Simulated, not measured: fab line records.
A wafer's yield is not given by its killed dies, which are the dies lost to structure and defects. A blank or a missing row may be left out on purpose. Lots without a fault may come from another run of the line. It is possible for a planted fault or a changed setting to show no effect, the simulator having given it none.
2 desks looking at one fault :: flow gf180mcu :: each desk has only its own numbers; what lay behind them comes last

AT THE TOOL OWNER'S DESK: implanter-01
The tool's own readings at GF_NWELL_IMPLANT_08, given as means over the sampled wafers that have a number, one for each lot that went through this tool. If a lot's mean is further than 4 standard deviations from the usual mean, the lot is out of limits and carries the mark OUT (the distance appears in the brackets).
Columns: A = endStationPressureTorr at GF_NWELL_IMPLANT_08, usual 5.05e-06 Torr; B = tiltDeg at GF_NWELL_IMPLANT_08, usual 0.002 degrees
lot: L660
first seen here: day 4 01:08
A: 5.30e-06
B: 0.028

lot: L667
first seen here: day 5 14:29
A: 5.04e-06
B: -0.001

lot: L669
first seen here: day 6 00:23
A: 5.08e-06
B: 4.981 (+99 or more) OUT

lot: L670
first seen here: day 6 06:49
A: 5.02e-06
B: 4.997 (+99 or more) OUT
This desk's verdict: out of limits on L669, L670, starting with L669 at day 6 00:23 (tiltDeg at GF_NWELL_IMPLANT_08). In limits: L660, L667.

METROLOGY DESK
What the gauges read for every lot (on any tool): the sampled wafers with a number, averaged. If a lot's mean is further than 4 standard deviations from the usual mean, the lot is out of limits and carries the mark OUT (the distance appears in the brackets).
Columns: A = STI_CVD_03_THK at GF_STI_THK_MEAS_04, usual 207.6 nm; B = STI_OXIDATION_02_THK at GF_STI_THK_MEAS_30, usual 10.08 nm; C = NWELL_TW at GF_NWELL_TW_MEAS_11, usual 1579; D = LVPWELL_OVL at GF_LVPWELL_OVL_MEAS_07, usual -1.8 nm; E = NWELL_RS at GF_VT_IMPLANT_RS_MEAS_47, usual 487.6 ohm/sq
lot: L660
first seen here: day 2 05:34
A: 208.0
B: 9.80
C: 1597
D: -1.1
E: 485.5

lot: L662
first seen here: day 2 14:34
A: 207.1
B: 9.86
C: 1592
D: -1.3
E: 487.7

lot: L665
first seen here: day 3 05:43
A: 206.4
B: 9.92
C: 1552
D: -1.8
E: 488.0

lot: L666
first seen here: day 3 10:34
A: 208.7
B: 10.05
C: 1560
D: -2.7
E: 486.5

lot: L667
first seen here: day 3 15:51
A: 207.1
B: 10.02
C: 1584
D: -1.0
E: 488.0

lot: L669
first seen here: day 4 01:34
A: 205.8
B: 9.68
C: 1765 (+10) OUT
D: -3.5
E: 649.2 (+99 or more) OUT

lot: L670
first seen here: day 4 06:34
A: 207.3
B: 10.27
C: 1753 (+9.7) OUT
D: -1.5
E: 648.9 (+99 or more) OUT

lot: L671
first seen here: day 4 13:07
A: 207.6
B: 10.12
C: 1584
D: -1.2
E: 487.8

lot: L672
first seen here: day 4 16:49
A: 206.7
B: 9.91
C: 1594
D: -3.0
E: 486.6

lot: L674
first seen here: day 5 04:21
A: 203.8
B: 10.39
C: 1562
D: -1.9
E: 487.8

lot: L675
first seen here: day 5 08:16
A: 207.4
B: 10.17
C: 1555
D: 0.2
E: 488.0

lot: L678
first seen here: day 5 22:34
A: 206.8
B: 10.10
C: 1588
D: -0.9
E: 485.8

lot: L680
first seen here: day 6 09:20
A: 209.6
B: 10.01
C: 1557
D: -2.9
E: 487.6
Per this desk, out of limits: L669, L670; the first was L669, day 6 00:47 (NWELL_TW at GF_NWELL_TW_MEAS_11). In limits: L660, L662, L665, L666, L667, L671, L672, L674, L675, L678, L680.

ALL TOGETHER
An alarm could have come from the tool owner's desk at day 6 00:23, on L669, L670.
L669, L670 would have let the metrology desk raise an alarm at day 6 00:47.
Of the lots named, all ran GF_NWELL_IMPLANT_08 on implanter-01.

WHAT HAD BEEN PUT IN BY THE SIMULATOR
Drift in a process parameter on implanter-01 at GF_NWELL_IMPLANT_08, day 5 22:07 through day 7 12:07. From 0, the setting tiltDeg moved by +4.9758. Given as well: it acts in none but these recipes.
Struck lots among those shown: L669, L670.
Hours from the fault's start to each desk's first reading out of limits: the tool owner's desk, 2; the metrology desk, 3.
